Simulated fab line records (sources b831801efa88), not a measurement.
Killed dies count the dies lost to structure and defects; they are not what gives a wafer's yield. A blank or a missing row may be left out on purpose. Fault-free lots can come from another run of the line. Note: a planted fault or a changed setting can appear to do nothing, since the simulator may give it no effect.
Struck lot and sound lot, side by side -- flow sky130 -- 18 steps out of a route of 708
Sound: wafers L263.1, L263.3, L263.5. Struck: wafer L248.1. The cause comes at the end.
Order at every step that has rows: each side's tool, ch and its chambers, its first start. Under that, the readings that differ: sound wafers -- struck wafers -- difference of the means -- sigmas: that difference in standard deviations of wafers without a fault.
alike: a reading whose means differ by less than 2 such deviations, as well as words and numbers matching on both sides. not compared: withheld readings; readings where some wafer has no value; bounds like >300 that might hide an equal value; numbers whose values overlap and for which the record gives no deviation.
The two part at a step that has a row with sigmas, a row that says differs or no value, or rows on one side only. Numbers that don't overlap but have no deviation are shown without sigmas and don't part them. Lack of a reading on every wafer of one side parts them only where that side has two or more wafers.

first, 3 steps without rows for these wafers: SKY_LI_CONTACT_EXPOSE_09 (exposes mask LICM1, target cd 170 nm); SKY_LI_CONTACT_PEB_10; SKY_LI_CONTACT_DEVELOP_11 (develop time 60 s).
SKY_LI_CONTACT_CD_MEAS_12: target cd 170 nm.
  sound: cdSem-02 at day 35 18:07; struck: cdSem-01 at day 31 21:49
  alike: cdNm
SKY_LI_CONTACT_OVL_MEAS_13:
  sound: overlay-02 at day 35 18:14; struck: overlay-02 at day 31 21:56
  alike: LI_CONTACT_OVL
SKY_LI_CONTACT_ETCH_14: etches BARC in N2/H2, stops on SiO2, time 45.9 s, target depth 60 nm.
  sound on rieDiel-02 ch 1,2,3, day 35 18:16; struck on rieDiel-02 ch 3, day 31 21:58
  alike: drypumpMotorCurrentA, oesProductAu, throttleValvePct
  not compared: rfHoursCounterH
then, 1 step without rows for these wafers: SKY_LI_CONTACT_ETCH_15 (etches PSG in C4F8/O2/Ar, stops on Si, target depth 600 nm).
SKY_LI_CONTACT_STRIP_16: strips in O2/N2.
  sound on plasmaAsher-03 ch 0,1, day 35 18:23; struck on plasmaAsher-04 ch 1, day 31 22:05
  alike: drypumpMotorCurrentA, oesProductAu, stripTimeToEndpointS
  not compared: rfHoursCounterH
then, 2 steps without rows for these wafers: SKY_LI_CONTACT_CLEAN_17 (cleans in NMP, time 600 s); SKY_LI_CONTACT_PRE_CLEAN_18 (time 5.6 s).
SKY_LI_CONTACT_SPUTTER_19: material Ti, target thk 20 nm, time 106.37 s.
  sound: pvdSputter-04 at day 35 18:42; struck: pvdSputter-01 at day 31 22:23
  alike: throttleValvePct
SKY_LI_CONTACT_SPUTTER_20: material TiN, target thk 20 nm, time 80 s.
  sound: pvdSputter-04 at day 35 18:47; struck: pvdSputter-01 at day 31 22:28
  alike: throttleValvePct
SKY_LI_CONTACT_CVD_21: deposits W, target thk 400 nm, time 120.56 s.
  sound on cvdW-01 ch 0,1, day 35 18:50; struck on cvdW-01 ch 0, day 31 22:31
reading,sound,struck,difference,sigmas
model.W_of_LI_CONTACT_CVD_21.thkNm (nm),401.7 400.8 400.4,464.6,+63.6,
  alike: heaterPowerW
SKY_LI_CONTACT_RS_MEAS_22: uses a four-point probe to measure.
  sound: filmMetro-02 at day 35 18:58; struck: filmMetro-02 at day 31 22:56
reading,sound,struck,difference,sigmas
LI_CONTACT_W_RS (ohm/sq),0.284 0.285 0.285,0.246,-0.039,-9
  not compared: hold
SKY_LI_CONTACT_THK_MEAS_23: measures by xrf.
  sound: filmMetro-02 at day 35 19:05; struck: filmMetro-02 at day 32 03:39
reading,sound,struck,difference,sigmas
LI_CONTACT_W_THK (nm),409 409 409,478,+69,+9
  not compared: hold
SKY_LI_CONTACT_CMP_24: polishes, stops on PSG, t overpolish 20 s, target thk 0 nm.
  sound on cmp-01 ch 0,1,2, day 35 19:09; struck on cmp-01 ch 1, day 32 08:55
reading,sound,struck,difference,sigmas
hold,- - -,awaitDispo/4.4h/release,no value on the sound wafers,
timeToEndpointS (s),95 99 96,111,+14,+4
  alike: motorCurrentA, retainingRingPressureFrac
SKY_LOCAL_INTERCONNECT_SPUTTER_00: material TiN, target thk 100 nm, time 83.3 s.
  sound: pvdSputter-01 at day 35 19:27; struck: pvdSputter-02 at day 32 09:10
reading,sound,struck,difference,sigmas
throttleValvePct (%),32.3 31.4 32.2,28.6,-3.4,-2
SKY_PAD_OPEN_PROBE_99:
  sound wafers here have rows in the record (prober-01, day 50 11:05); struck ones have none

== WHERE THEY PART ==
At SKY_LI_CONTACT_RS_MEAS_22 first; at SKY_PAD_OPEN_PROBE_99 last (within this record only).

WHY: whatever the simulator had introduced
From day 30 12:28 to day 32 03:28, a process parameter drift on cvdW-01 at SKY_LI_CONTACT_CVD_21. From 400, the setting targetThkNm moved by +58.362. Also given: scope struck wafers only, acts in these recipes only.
